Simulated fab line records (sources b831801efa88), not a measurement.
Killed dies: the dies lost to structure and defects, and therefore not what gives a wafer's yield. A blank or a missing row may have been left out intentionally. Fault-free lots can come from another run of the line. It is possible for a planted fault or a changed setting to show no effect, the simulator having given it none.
Problem report, 8D (eight disciplines) form, completed by code :: flow gf180mcu :: the parts of the form that need people (team, actions taken, sign-off) are left out

== 1. PROBLEM STATEMENT ==
tilt deg at GF_HV_LDD_IMPLANT_09 reads a mean of 6.343 degrees on 9 wafers of 3 lots; wafers without a fault read 6.999 degrees with a standard deviation of 0.021. Measured from the usual mean, that is -31 standard deviations.
First seen on wafer L822.1, day 14 15:37, on implanter-02. The record holds 45 wafers of 15 lots with a number at this step. By rule, "out" or "out of limits" means more than 4 standard deviations away from the usual mean. The rest of the wafers with a number are treated as sound.

== 2. WHAT THIS IS AND IS NOT ==
question: which readings at this step
is: tilt deg
is not: -

question: which lots
is: L822, L823, L825
is not: L807, L808, L809, L810, L811, L812, L814, L815, L816, L819, L820, L821

question: which wafers of those lots
is: all that have a number
is not: -

question: read on which tools
is: implanter-02
is not: implanter-01, implanter-04

question: when
is: from day 14 15:37
is not: up to then (36 sound wafers)

== 3. WHAT RULES OUT EACH SUSPECT ==
Counting: a tool at any process step up to the reading remains a suspect when it ran all the lots that are out and ran no sound lot after the first of those.
- implanter-02 at GF_HV_LDD_IMPLANT_09: kept. All lots that are out passed through it, beginning with L822 at day 14 15:37, and no sound lot followed; its final sound lot before that point was L820 at day 13 20:11. Its own readings are out on those wafers: tilt deg.
The count leaves implanter-02 at GF_HV_LDD_IMPLANT_09.

== 4. THE CAUSE (what the simulator had put in) ==
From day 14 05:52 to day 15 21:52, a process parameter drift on implanter-02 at GF_HV_LDD_IMPLANT_09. Setting tilt deg shifted by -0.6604 from 7. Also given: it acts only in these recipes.
Only this tool survived the counting.

== 5. SEQUENCE OF EFFECTS, ordered by route ==
Each row: a reading where the mean over the struck wafers with a number is more than 3 standard deviations away from the usual. Only readings for which the record gives a usual standard deviation are gone through. hours: the time from each lot's start at the first step in this table that gives one to its start at this step, as a median over the lots. sigmas: the change in usual standard deviations.
hours: 0
step: GF_HV_LDD_IMPLANT_09
reading: tilt deg
usual: 6.999 degrees
on struck wafers: 6.343
change: -0.656
sigmas: -31
Process steps it contains:
- GF_HV_LDD_IMPLANT_09
Later steps that measure or inspect, where all struck wafers having a row at the step show a number for every such reading and not one has moved that far: GF_HV_LDD_CD_MEAS_19.

== 6. WHAT WOULD HAVE CAUGHT IT SOONER ==
In this record no reading fell out of limits until day 14 15:37, 10 hours after the fault had begun at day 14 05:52.
